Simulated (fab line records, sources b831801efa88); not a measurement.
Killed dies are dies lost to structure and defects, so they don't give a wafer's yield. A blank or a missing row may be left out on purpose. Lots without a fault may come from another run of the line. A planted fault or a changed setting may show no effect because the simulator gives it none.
Chamber matching | flow sky130 | SKY_VIA4_CMP_02 on cmp-02: 4 sister chambers
The step polishes SiO2. 16 wafers are shown with their chamber, then 8 later ones without.

WAFERS WITH THEIR CHAMBER
wafer  | chamber | motor_current_A (A)
L767.2 | 3       | 16.0
L767.3 | 1       | 11.6
L767.4 | 2       | 14.4
L768.1 | 0       | 11.6
L768.3 | 1       | 11.1
L768.5 | 0       | 11.5
L769.1 | 1       | 11.1
L769.2 | 3       | 15.0
L769.3 | 2       | 13.5
L774.1 | 2       | 13.8
L774.3 | 0       | 12.2
L774.4 | 3       | 16.1
L778.1 | 1       | 11.7
L778.4 | 3       | 16.0
L778.5 | 2       | 14.2
L779.2 | 3       | 15.6

SIGNATURES (means of the wafers above)
reading         | chamber 0 | chamber 1 | chamber 2 | chamber 3 | scatter within a chamber
motor_current_A | 11.767    | 11.375    | 13.975    | 15.740    | 0.399
Rule: a wafer's distance from a chamber is the root of the sum, over the readings, of the square of ((its reading less the chamber's mean) divided by the reading's scatter). The wafer belongs to the nearest chamber; if the next one is less than 2 further off, it can't be placed. The scatter: the root of (the sum of the squares of (reading less its chamber's mean) over the shown wafers, divided by (wafers less chambers)).

WAFERS WITHOUT THEIR CHAMBER
wafer  | motor_current_A (A)
L779.3 | 11.3
L779.4 | 11.1
L780.4 | 15.7
L780.5 | 11.2
L780.6 | 15.3
L785.1 | 16.3
L785.3 | 12.5
L785.6 | 13.6

WHICH CHAMBER EACH WENT THROUGH
wafer  | from the rows above          | in truth
L779.3 | can't be placed: 1 or 0      | 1
L779.4 | can't be placed: 1 or 0      | 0
L780.4 | 3                            | 3
L780.5 | can't be placed: 1 or 0      | 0
L780.6 | 3                            | 3
L785.1 | 3                            | 3
L785.3 | can't be placed: 0 or 1 or 2 | 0
L785.6 | 2                            | 2
Placed correctly: 4 of 8. Can't be placed from these rows: 4 (the true chamber is among the candidates in 4). Placed wrongly: 0.
